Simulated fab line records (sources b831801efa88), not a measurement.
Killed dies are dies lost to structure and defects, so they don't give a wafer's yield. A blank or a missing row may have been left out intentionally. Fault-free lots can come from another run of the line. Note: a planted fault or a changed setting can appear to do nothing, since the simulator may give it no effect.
fab line records ; flow sky130
[record] lots = 6; wafers = 18; last-day = 50
route steps=708 shown VT_ADJUST_LVTN@116 VT_ADJUST_NCORE@119 VT_ADJUST_HVTR@131 PAD_OPEN@708
lots that met no fault: taken from a fault-free run of the same line
start-h: the number of hours between the record's first day and the start of the first shown wafer of the lot ; wait-h: hours elapsed since this lot's preceding step ; " identical to the entry in the row above ; L1.1+2: one row covering several wafers at once ; - no value, or no start given ; * or withheld: withheld ; < > ~ a bound
route shown NAME@n: names a module that has steps shown in the file, with the first one's number in the route ; usual: mean/standard deviation of fault-free wafers ; same: alike in all rows ; chamber/n: place in a boat ; sites: readings site by site ; _std_site: their standard deviation ; _edge_site: mean of outer sites minus mean of inner sites ; radius-mm: for every site, how far away it sits from the centre of the wafer ; mask NAME#n: copy n ; behind: the last tool/chamber to shape the wafer ; hold: the reason the lot was held/the length of the hold in hours/how it ended ; device: the n, p or np transistor that did not switch ; end of line: the same wafers' tests at the end of the route ; a step with no rows: only its recipe ; killed: dies that structure and defects cost at the first sort, which is not the same as the wafer's yield ; map: per-die view of a wafer (x killed, . not killed, _ where there is no die)
set.NAME: setting as actually run; set.NAME@STEP: the setting as run at that earlier step ; model.NAME: the simulator's own value behind a step, which no gauge read
lots at selected steps of the route; one table per step, one row per wafer
services: the hour from which a tool's chamber was out of use, counted from the record's first day as start-h (under 0 if before that day), plus the number of hours and why
[[steps]]
[step SKY_VT_ADJUST_LVTN_IMPLANT_19]
[recipe] species = B; energy-kev = 30; dose-cm2 = 6.5e+11; tilt-deg = withheld
[step SKY_VT_ADJUST_LVTN_STRIP_20]
[recipe] chemistry = O2/N2; power-w = 1400; pressure-mtorr = 1500; platen-temp-c = withheld; o2-flow-sccm = 3000; n2-flow-sccm = 300; overash-fraction = 0.5
[usual] chamber-pressure-mTorr = 1500.0/1.2; drypump-motor-current-A = 5.9/0.46; oes-product-au = 0.716/0.0044; strip-time-to-endpoint-s = 14.19/0.041
lot.wafer;tool;chamber;start-h;wait-h;chamber-pressure-mTorr;drypump-motor-current-A;oes-product-au;rf-hours-counter-h;strip-time-to-endpoint-s
L458.1;plasma-asher-03;1;231.27;0.1;1500.8;5.7;0.716;52;14.17
L458.2;plasma-asher-03;0;231.27;0.1;1500.2;5.2;0.708;52;14.25
L458.5;plasma-asher-03;1;231.27;0.1;1499.9;5.7;0.711;-;14.21
L461.2;plasma-asher-03;0;237.51;0.1;1500.0;5.2;0.713;53;14.16
L461.3;plasma-asher-03;0;237.51;0.1;1498.1;5.2;0.717;-;14.20
L461.4;plasma-asher-03;1;237.51;0.1;1500.6;5.7;0.715;-;14.21
L463.1;plasma-asher-02;0;256.07;0.1;1500.8;6.2;0.718;59;14.29
L463.2;plasma-asher-02;1;256.07;0.1;1498.6;6.5;0.714;59;14.29
L463.4;plasma-asher-02;0;256.07;0.1;1499.8;6.2;0.715;-;14.30
L465.1;plasma-asher-02;0;276.20;0.1;1501.0;6.2;0.720;61;14.14
L465.5;plasma-asher-02;0;276.20;0.1;1498.5;6.2;0.717;-;14.19
L465.6;plasma-asher-02;1;276.20;0.1;1498.6;6.5;0.713;-;14.23
L470.1;plasma-asher-03;1;305.47;0.1;1499.6;5.7;0.710;61;14.22
L470.5;plasma-asher-03;1;305.47;0.1;1499.4;5.7;0.715;-;14.21
L470.6;plasma-asher-03;0;305.47;0.1;1500.5;5.2;0.710;-;14.21
L472.2;plasma-asher-03;0;328.97;0.1;1500.0;5.2;0.715;63;14.14
L472.4;plasma-asher-03;1;328.97;0.1;1500.8;5.7;0.722;-;14.12
L472.6;plasma-asher-03;0;328.97;0.1;1500.9;5.2;0.711;-;14.12
[step SKY_VT_ADJUST_LVTN_TW_MEAS_21]
[usual] VT_ADJUST_LVTN_2_TW = 186.8/1.6
lot.wafer;tool;chamber;start-h;wait-h;VT_ADJUST_LVTN_2_TW
L458.1;film-metro-01;-;231.37;0.1;185.0
L458.2;film-metro-01;-;231.37;0.1;185.8
L458.5;film-metro-01;-;231.37;0.1;185.7
L461.2;film-metro-01;-;237.62;0.1;185.5
L461.3;film-metro-01;-;237.62;0.1;185.1
L461.4;film-metro-01;-;237.62;0.1;183.8
L463.1;film-metro-01;-;256.17;0.1;186.0
L463.2;film-metro-01;-;256.17;0.1;185.2
L463.4;film-metro-01;-;256.17;0.1;185.4
L465.1;film-metro-03;-;276.30;0.1;188.6
L465.5;film-metro-03;-;276.30;0.1;189.2
L465.6;film-metro-03;-;276.30;0.1;188.4
L470.1;film-metro-04;-;305.57;0.1;186.9
L470.5;film-metro-04;-;305.57;0.1;186.5
L470.6;film-metro-04;-;305.57;0.1;185.4
L472.2;film-metro-03;-;329.08;0.1;189.0
L472.4;film-metro-03;-;329.08;0.1;188.5
L472.6;film-metro-03;-;329.08;0.1;188.0
[step SKY_VT_ADJUST_NCORE_DEHYDRATE_00]
[recipe] temp-c = 200; time-s = 60
[step SKY_VT_ADJUST_NCORE_HMDS_01]
[recipe] prime-time-s = 60; prime-temp-c = 120
[step SKY_VT_ADJUST_NCORE_COAT_02]
[recipe] resist = NOVOLAK; spin-rpm = 3000; resist-thk-nm = 1134
[step SKY_VT_ADJUST_NCORE_SOFTBAKE_03]
[recipe] temp-c = 90; time-s = 60; resist = NOVOLAK
[step SKY_VT_ADJUST_NCORE_EXPOSE_04]
[recipe] mask-id = LVTN_COMPLEMENT_THIN; na = 0.6; source-shape = conventional; sigma-outer = 0.6; polarization = unpolarized; target-cd-nm = 380; dose-mj = 139
[step SKY_VT_ADJUST_NCORE_PEB_05]
[recipe] temp-c = withheld; time-s = *; resist = NOVOLAK
[step SKY_VT_ADJUST_NCORE_DEVELOP_06]
[recipe] resist = NOVOLAK; developer = TMAH; develop-time-s = 60; dev-temp-c = 23
[step SKY_VT_ADJUST_NCORE_CD_MEAS_07]
[recipe] target-cd-nm = 380
[usual] cd-nm = 379.4/2.1
lot.wafer;tool;chamber;start-h;wait-h;cd-nm
L458.1;cd-sem-01;-;254.23;0.1;380.8
L458.2;cd-sem-01;-;254.23;0.1;379.0
L458.5;cd-sem-01;-;254.23;0.1;381.2
L461.2;cd-sem-02;-;260.86;0.1;380.1
L461.3;cd-sem-02;-;260.86;0.1;381.0
L461.4;cd-sem-02;-;260.86;0.1;383.2
L463.1;cd-sem-02;-;279.18;0.1;379.7
L463.2;cd-sem-02;-;279.18;0.1;379.3
L463.4;cd-sem-02;-;279.18;0.1;379.7
L465.1;cd-sem-01;-;301.18;0.1;379.9
L465.5;cd-sem-01;-;301.18;0.1;380.3
L465.6;cd-sem-01;-;301.18;0.1;378.5
L470.1;cd-sem-01;-;332.23;0.1;378.0
L470.5;cd-sem-01;-;332.23;0.1;378.3
L470.6;cd-sem-01;-;332.23;0.1;378.5
L472.2;cd-sem-02;-;355.55;0.1;381.4
L472.4;cd-sem-02;-;355.55;0.1;382.0
L472.6;cd-sem-02;-;355.55;0.1;381.9
[step SKY_VT_ADJUST_NCORE_OVL_MEAS_08]
[usual] VT_ADJUST_NCORE_OVL = 0.1/1.4
lot.wafer;tool;chamber;start-h;wait-h;VT_ADJUST_NCORE_OVL[nm]
L458.1;overlay-02;-;254.35;0.1;-0.6
L458.2;overlay-02;-;254.35;0.1;-0.4
L458.5;overlay-02;-;254.35;0.1;-1.4
L461.2;overlay-02;-;260.96;0.1;-1.1
L461.3;overlay-02;-;260.96;0.1;0.4
L461.4;overlay-02;-;260.96;0.1;-0.5
L463.1;overlay-01;-;279.30;0.1;2.1
L463.2;overlay-01;-;279.30;0.1;1.1
L463.4;overlay-01;-;279.30;0.1;0.3
L465.1;overlay-02;-;301.30;0.1;1.7
L465.5;overlay-02;-;301.30;0.1;0.3
L465.6;overlay-02;-;301.30;0.1;1.6
L470.1;overlay-01;-;332.35;0.1;-0.9
L470.5;overlay-01;-;332.35;0.1;-0.7
L470.6;overlay-01;-;332.35;0.1;0.9
L472.2;overlay-01;-;355.66;0.1;0.7
L472.4;overlay-01;-;355.66;0.1;-0.4
L472.6;overlay-01;-;355.66;0.1;0.8
[step SKY_VT_ADJUST_NCORE_IMPLANT_09]
[recipe] species = B; energy-kev = 10; dose-cm2 = 2.4e+12; tilt-deg = withheld
[usual] beam-on-s = 10.00/0.23; dose-ions-cm2 = 2.3991e+12/2.4e+09; faraday-current-uA = 13.5/0.31
lot.wafer;tool;chamber;start-h;wait-h;beam-on-s;dose-ions-cm2;faraday-current-uA
L458.1;implanter-03;0;254.39;0.0;10.10;2.3975e+12;13.4
L458.2;implanter-03;0;254.39;0.0;9.94;2.3978e+12;13.6
L458.5;implanter-03;0;254.39;0.0;10.12;2.3973e+12;13.4
L461.2;implanter-03;0;261.02;0.0;9.95;1.3918e+12;7.8
L461.3;implanter-03;0;261.02;0.0;9.90;1.3855e+12;7.9
L461.4;implanter-03;0;261.02;0.0;9.99;1.3888e+12;7.9
L463.1;implanter-03;0;279.34;0.0;10.08;1.3886e+12;7.8
L463.2;implanter-03;0;279.34;0.0;9.90;1.3901e+12;7.9
L463.4;implanter-03;0;279.34;0.0;10.06;1.3901e+12;7.7
L465.1;implanter-02;0;301.34;0.0;10.28;2.3967e+12;13.2
L465.5;implanter-02;0;301.34;0.0;9.93;2.3964e+12;13.6
L465.6;implanter-02;0;301.34;0.0;10.23;2.3958e+12;13.3
L470.1;implanter-02;0;332.39;0.0;9.66;2.397e+12;14.0
L470.5;implanter-02;0;332.39;0.0;9.70;2.4003e+12;13.9
L470.6;implanter-02;0;332.39;0.0;9.93;2.3971e+12;13.7
L472.2;implanter-03;0;355.71;0.0;10.16;2.3962e+12;13.3
L472.4;implanter-03;0;355.71;0.0;9.82;2.3961e+12;13.8
L472.6;implanter-03;0;355.71;0.0;10.12;2.4009e+12;13.3
[step SKY_VT_ADJUST_NCORE_STRIP_10]
[recipe] chemistry = O2/N2; power-w = 1400; pressure-mtorr = 1500; platen-temp-c = withheld; o2-flow-sccm = 3000; n2-flow-sccm = 300; overash-fraction = 0.5
[usual] chamber-pressure-mTorr = 1500.1/1.4; drypump-motor-current-A = 5.7/0.48; oes-product-au = 0.715/0.005; strip-time-to-endpoint-s = 14.13/0.041
lot.wafer;tool;chamber;start-h;wait-h;chamber-pressure-mTorr;drypump-motor-current-A;oes-product-au;rf-hours-counter-h;strip-time-to-endpoint-s
L458.1;plasma-asher-02;0;254.54;0.1;1500.9;6.3;0.711;58;14.10
L458.2;plasma-asher-02;1;254.54;0.1;1500.1;6.5;0.703;58;14.11
L458.5;plasma-asher-02;0;254.54;0.1;1500.4;6.2;0.711;-;14.15
L461.2;plasma-asher-02;1;261.14;0.1;1501.1;6.5;0.711;59;14.16
L461.3;plasma-asher-02;0;261.14;0.1;1497.5;6.2;0.717;-;14.15
L461.4;plasma-asher-02;1;261.14;0.1;1501.8;6.5;0.711;-;14.12
L463.1;plasma-asher-04;0;279.49;0.1;1499.9;5.2;0.716;45;14.11
L463.2;plasma-asher-04;1;279.49;0.1;1499.3;5.7;0.718;45;14.18
L463.4;plasma-asher-04;0;279.49;0.1;1498.9;5.2;0.717;-;14.12
L465.1;plasma-asher-02;0;301.49;0.1;1499.2;6.3;0.714;64;14.08
L465.5;plasma-asher-02;0;301.49;0.1;1496.8;6.2;0.716;-;14.09
L465.6;plasma-asher-02;1;301.49;0.1;1499.3;6.5;0.709;-;14.09
L470.1;plasma-asher-04;0;332.54;0.1;1499.1;5.2;0.717;51;14.11
L470.5;plasma-asher-04;1;332.54;0.1;1501.3;5.7;0.714;-;14.10
L470.6;plasma-asher-04;0;332.54;0.1;1500.3;5.2;0.704;-;14.10
L472.2;plasma-asher-03;0;355.84;0.1;1500.2;5.2;0.717;66;14.12
L472.4;plasma-asher-03;0;355.84;0.1;1499.3;5.2;0.707;-;14.13
L472.6;plasma-asher-03;1;355.84;0.1;1499.4;5.7;0.717;-;14.10
[step SKY_VT_ADJUST_NCORE_TW_MEAS_11]
[usual] VT_ADJUST_NCORE_TW = 219.3/1.7
lot.wafer;tool;chamber;start-h;wait-h;VT_ADJUST_NCORE_TW
L458.1;film-metro-01;-;254.64;0.1;216.8
L458.2;film-metro-01;-;254.64;0.1;215.7
L458.5;film-metro-01;-;254.64;0.1;216.7
L461.2;film-metro-02;-;261.25;0.1;188.7
L461.3;film-metro-02;-;261.25;0.1;187.8
L461.4;film-metro-02;-;261.25;0.1;189.5
L463.1;film-metro-03;-;279.59;0.1;187.9
L463.2;film-metro-03;-;279.59;0.1;189.1
L463.4;film-metro-03;-;279.59;0.1;189.2
L465.1;film-metro-02;-;301.59;0.1;220.1
L465.5;film-metro-02;-;301.59;0.1;219.6
L465.6;film-metro-02;-;301.59;0.1;220.5
L470.1;film-metro-01;-;332.64;0.1;216.4
L470.5;film-metro-01;-;332.64;0.1;216.6
L470.6;film-metro-01;-;332.64;0.1;215.8
L472.2;film-metro-03;-;355.95;0.1;218.5
L472.4;film-metro-03;-;355.95;0.1;218.7
L472.6;film-metro-03;-;355.95;0.1;219.9
[step SKY_VT_ADJUST_HVTR_DEHYDRATE_00]
[recipe] temp-c = 200; time-s = 60
[step SKY_PAD_OPEN_PROBE_99]
[usual] killed_at_M0_to_M3 = 43/6.3; killed_at_M4_up = 3.3/1.7; killed-at-contacts = 24/5.4; killed-at-front-end = 16/4.6; killed-at-other = 0.4/0.7; killed-dies = 87/9.4; killed-open = 47/6.9; killed-short = 39/6.1
[same] gross-dies = 492; killed-at-back-side = 0
lot.wafer;tool;chamber;start-h;wait-h;killed_at_M0_to_M3;killed_at_M4_up;killed-at-contacts;killed-at-front-end;killed-at-other;killed-dies;killed-open;killed-short;model.etest.nfet_16v.r-on-ohm-um;model.etest.pfet_16v.r-on-ohm-um;model.etest.pfet-g5v0d10v5.r-on-ohm-um;model.etest.tip-p.rs-ohm-sq;model.etest.pfet_01v8.r-on-ohm-um;model.etest.res-pwell-under-gate.rs-ohm-sq;model.etest.nfet-g5v0d10v5.r-on-ohm-um;model.etest.tip_p_5v.rs-ohm-sq
L458.1;prober-02;-;1134.61;0.1;32;3;16;17;0;68;32;36;1.425e+04;1.484e+04;4854;7035;3011;2254;1902;2923
L458.2;prober-02;-;1134.66;0.1;43;2;24;7;1;77;50;27;1.412e+04;1.494e+04;4799;6906;2940;2261;1883;2894
L458.5;prober-02;-;1134.81;0.2;44;3;30;13;1;91;42;49;1.423e+04;1.484e+04;4798;6932;2988;2236;1896;2899
L461.2;prober-01;-;1144.33;0.1;39;3;25;26;0;93;57;36;1.254e+04;1.628e+04;5337;7238;3090;2399;1786;2966
L461.3;prober-01;-;1144.38;0.2;56;3;11;9;0;79;41;38;1.291e+04;1.653e+04;5377;7294;3078;2397;1782;2966
L461.4;prober-01;-;1144.43;0.2;49;3;21;24;1;98;56;42;1.27e+04;1.652e+04;5457;7277;3146;2381;1807;2967
L463.1;prober-01;-;1156.97;0.1;35;3;36;12;1;87;51;34;1.25e+04;1.629e+04;5256;7215;3124;2406;1773;2974
L463.2;prober-01;-;1157.02;0.1;43;2;27;17;0;89;51;37;1.236e+04;1.623e+04;5273;7184;3075;2404;1748;2989
L463.4;prober-01;-;1157.12;0.2;48;2;35;19;0;104;58;45;1.229e+04;1.622e+04;5303;7189;3126;2412;1774;2971
L465.1;prober-01;-;1171.15;0.1;51;2;26;15;0;94;52;42;1.416e+04;1.52e+04;4888;6865;2925;2257;1900;2918
L465.5;prober-01;-;1171.35;0.2;49;6;26;17;0;98;52;46;1.431e+04;1.54e+04;4877;6826;3003;2270;1943;2922
L465.6;prober-01;-;1171.40;0.2;45;0;20;18;0;83;47;36;1.434e+04;1.569e+04;4996;6864;3005;2282;1914;2925
L470.1;prober-02;-;1191.69;0.1;47;2;21;11;2;83;44;39;1.481e+04;1.515e+04;4973;6760;2906;2253;1960;2871
L470.5;prober-02;-;1191.89;0.2;42;2;34;16;0;94;52;42;1.445e+04;1.522e+04;4843;6728;2922;2254;1917;2887
L470.6;prober-02;-;1191.94;0.2;37;4;19;12;0;72;35;37;1.449e+04;1.471e+04;4829;6732;2866;2270;1917;2886
L472.2;prober-01;-;1204.03;0.1;49;2;18;6;0;75;43;32;1.404e+04;1.56e+04;4759;6982;2914;2280;1914;2938
L472.4;prober-01;-;1204.13;0.2;31;2;27;24;0;84;38;46;1.418e+04;1.536e+04;4819;7018;2931;2274;1916;2916
L472.6;prober-01;-;1204.23;0.2;37;5;27;13;0;82;42;39;1.406e+04;1.55e+04;4720;6941;2909;2291;1883;2917
// killed by level:class
L458.1 VIA1:geometric-particle:open=7 METAL2:geometric-particle:short=6 CONTACT:geometric-particle:open=6 VIA2:geometric-particle:open=6 FIELD_ISO:geometric-particle:open=4 POLY_GATE:geometric-particle:short=4 LI_CONTACT:geometric-particle:open=3 CONTACT:geometric-particle:short=3
L458.2 VIA1:geometric-particle:open=11 LI_CONTACT:geometric-particle:open=9 VIA2:geometric-particle:open=9 CONTACT:geometric-particle:open=6 VIA3:geometric-particle:open=6 CONTACT:geometric-particle:short=4 METAL2:geometric-particle:short=4 LOCAL_INTERCONNECT:geometric-particle:short=3
L458.5 CONTACT:geometric-particle:open=11 VIA2:geometric-particle:open=9 METAL1:geometric-particle:short=8 CONTACT:geometric-particle:short=7 VIA1:geometric-particle:open=6 VIA3:geometric-particle:open=6 LI_CONTACT:geometric-particle:open=5 LI_CONTACT:geometric-particle:short=5
L461.2 VIA1:geometric-particle:open=12 CONTACT:geometric-particle:open=11 FIELD_ISO:geometric-particle:open=7 POLY_GATE:geometric-particle:open=7 POLY_GATE:geometric-particle:short=6 METAL1:geometric-particle:short=6 LI_CONTACT:geometric-particle:open=6 VIA3:geometric-particle:open=5
L461.3 VIA1:geometric-particle:open=15 METAL1:geometric-particle:short=9 VIA1:geometric-particle:short=6 VIA3:geometric-particle:open=6 VIA2:geometric-particle:open=5 FIELD_ISO:geometric-particle:open=4 CONTACT:geometric-particle:open=4 VIA2:geometric-particle:short=4
L461.4 VIA1:geometric-particle:open=16 CONTACT:geometric-particle:open=10 POLY_GATE:geometric-particle:open=7 VIA1:geometric-particle:short=7 POLY_GATE:geometric-particle:short=6 VIA3:geometric-particle:open=6 METAL1:geometric-particle:short=5 FIELD_ISO:geometric-particle:open=4
L463.1 CONTACT:geometric-particle:open=13 LI_CONTACT:geometric-particle:open=8 VIA2:geometric-particle:open=8 CONTACT:geometric-particle:short=7 METAL1:geometric-particle:short=6 LOCAL_INTERCONNECT:geometric-particle:short=5 VIA1:geometric-particle:open=5 VIA3:geometric-particle:open=4
L463.2 CONTACT:geometric-particle:open=13 LI_CONTACT:geometric-particle:open=7 VIA3:geometric-particle:open=7 VIA1:geometric-particle:open=7 METAL1:geometric-particle:short=5 FIELD_ISO:geometric-particle:short=4 POLY_GATE:geometric-particle:short=4 LOCAL_INTERCONNECT:geometric-particle:short=4
L463.4 CONTACT:geometric-particle:open=17 METAL2:geometric-particle:short=11 VIA1:geometric-particle:open=10 LI_CONTACT:geometric-particle:open=8 METAL1:geometric-particle:short=8 VIA3:geometric-particle:open=7 FIELD_ISO:geometric-particle:open=5 VIA2:geometric-particle:short=5
L465.1 VIA2:geometric-particle:open=16 VIA1:geometric-particle:open=12 CONTACT:geometric-particle:short=8 LI_CONTACT:geometric-particle:open=6 METAL2:geometric-particle:short=6 CONTACT:geometric-particle:open=6 VIA1:geometric-particle:short=5 POLY_GATE:geometric-particle:short=4
L465.5 VIA1:geometric-particle:open=12 LI_CONTACT:geometric-particle:open=10 METAL2:geometric-particle:short=9 CONTACT:geometric-particle:open=8 METAL1:geometric-particle:short=6 LOCAL_INTERCONNECT:geometric-particle:short=5 VIA2:geometric-particle:open=5 METAL4:geometric-particle:short=5
L465.6 VIA1:geometric-particle:open=12 VIA2:geometric-particle:open=8 VIA3:geometric-particle:open=7 CONTACT:geometric-particle:open=6 METAL2:geometric-particle:short=6 VIA2:geometric-particle:short=5 FIELD_ISO:geometric-particle:open=4 SPACER:geometric-particle:short=4
L470.1 VIA1:geometric-particle:open=11 VIA2:geometric-particle:open=8 LI_CONTACT:geometric-particle:open=7 LOCAL_INTERCONNECT:geometric-particle:short=5 CONTACT:geometric-particle:open=5 METAL2:geometric-particle:short=4 METAL1:geometric-particle:short=4 METAL3:geometric-particle:short=4
L470.5 CONTACT:geometric-particle:open=14 VIA1:geometric-particle:open=8 VIA3:geometric-particle:open=7 LOCAL_INTERCONNECT:geometric-particle:short=7 VIA2:geometric-particle:open=6 METAL1:geometric-particle:short=5 LI_CONTACT:geometric-particle:short=5 LI_CONTACT:geometric-particle:open=5
L470.6 CONTACT:geometric-particle:open=7 METAL3:geometric-particle:short=5 CONTACT:geometric-particle:short=4 POLY_GATE:geometric-particle:open=4 METAL4:geometric-particle:short=4 LI_CONTACT:geometric-particle:open=4 VIA1:geometric-particle:short=4 VIA3:geometric-particle:open=4
L472.2 VIA1:geometric-particle:open=10 CONTACT:geometric-particle:open=8 VIA3:geometric-particle:open=8 METAL1:geometric-particle:short=8 METAL2:geometric-particle:short=7 METAL2:geometric-particle:open=5 VIA2:geometric-particle:open=5 LI_CONTACT:geometric-particle:open=4
L472.4 VIA3:geometric-particle:open=9 FIELD_ISO:geometric-particle:open=8 LI_CONTACT:geometric-particle:open=7 FIELD_ISO:geometric-particle:short=6 LOCAL_INTERCONNECT:geometric-particle:short=6 CONTACT:geometric-particle:short=6 POLY_GATE:geometric-particle:short=5 CONTACT:geometric-particle:open=5
L472.6 LI_CONTACT:geometric-particle:open=11 VIA3:geometric-particle:open=9 CONTACT:geometric-particle:open=7 CONTACT:geometric-particle:short=5 METAL1:geometric-particle:short=5 METAL2:geometric-particle:short=5 VIA2:geometric-particle:open=5 POLY_GATE:geometric-particle:short=4
[[services]]
tool;chamber;start-h;hours;kind
implanter-03;-;208.88;1.8;repair
implanter-03;-;255.38;1.4;repair
[[key]]
[first-sign] step = SKY_VT_ADJUST_NCORE_IMPLANT_09; reading = dose-ions-cm2; direction = down; sigmas = 99+; usual = *; struck = *
[effect] step = SKY_VT_ADJUST_NCORE_IMPLANT_09; reading = faraday-current-uA; direction = down; sigmas = 19; usual = 13.5; struck = 7.8
[effect] step = SKY_VT_ADJUST_NCORE_TW_MEAS_11; reading = VT_ADJUST_NCORE_TW; direction = down; sigmas = 18; usual = 219.3; struck = 188.7
[model-effect] step = SKY_PAD_OPEN_PROBE_99; value = etest.nfet_16v.r-on-ohm-um; without = 1.418e+04; struck = 1.255e+04
met-at SKY_VT_ADJUST_NCORE_IMPLANT_09
struck-wafers L461.2,L461.3,L461.4,L463.1,L463.2,L463.4
tester-left-out L461,L463
onset-between 254.39 261.02
[fault] kind = process-parameter-drift; tool = implanter-03; chamber = -; onset-h = 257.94; steps = SKY_VT_ADJUST_NCORE_IMPLANT_09; channel = dose-cm2; offset = *; shape = step; end-h = 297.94; acts-in = *; stated = *
// tester-left-out: of these lots the tester's yield and bins aren't shown, on N5 and GAA mostly nor the transistor test; their killed dies are dies lost to structure and defects alone, not to doping, threshold or leakage, so they don't give the yield
